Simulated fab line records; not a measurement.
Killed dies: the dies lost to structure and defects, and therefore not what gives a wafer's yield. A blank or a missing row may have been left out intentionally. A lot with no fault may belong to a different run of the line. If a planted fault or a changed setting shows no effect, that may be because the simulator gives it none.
Matching of chambers | flow sky130 | SKY_VIA3_CMP_02 on cmp-02 has 4 sister chambers
The step polishes SiO2. 4 wafers are shown with their chamber, then 12 later ones without.

== EACH WAFER AND ITS CHAMBER ==
wafer  | chamber | motor-current-A (A)
L089.5 | 1       | 12.9
L092.3 | 3       | 11.9
L092.4 | 0       | 11.1
L092.6 | 2       | 11.7

== WAFERS WITHOUT THEIR CHAMBER ==
wafer  | motor-current-A (A)
L093.1 | 12.7
L093.2 | 11.0
L093.3 | 12.1
L094.1 | 12.2
L094.2 | 12.0
L094.3 | 10.5
L095.1 | 11.4
L095.3 | 11.9
L095.6 | 12.8
L097.1 | 11.2
L097.2 | 12.4
L097.4 | 12.6

== WHICH CHAMBER EACH ONE RAN IN ==
wafer  | from the rows above          | in truth
L093.1 | 1                            | 1
L093.2 | 0                            | 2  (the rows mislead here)
L093.3 | can't be placed: 3 or 2      | 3
L094.1 | can't be placed: 3 or 2 or 1 | 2
L094.2 | can't be placed: 3 or 2      | 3
L094.3 | 0                            | 0
L095.1 | can't be placed: 2 or 0 or 3 | 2
L095.3 | can't be placed: 3 or 2      | 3
L095.6 | 1                            | 1
L097.1 | can't be placed: 0 or 2      | 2
L097.2 | can't be placed: 1 or 3 or 2 | 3
L097.4 | can't be placed: 1 or 3      | 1
Placed correctly: 3 of 12. Can't be placed from these rows: 8 (the true chamber is among the candidates in 8). Number placed wrongly: 1.
How it was worked out, from the rows above alone: a wafer's distance from a chamber is the root of the sum, over the readings, of the square of ((its reading less the chamber's mean) divided by the reading's scatter). The wafer belongs to the nearest chamber; if the next one is less than 2 further off, it can't be placed. A chamber's mean is the mean of its shown wafers. The scatter (one wafer shown for each chamber): square how far every hidden wafer sits from the nearest shown wafer, average those squares and take the square root.
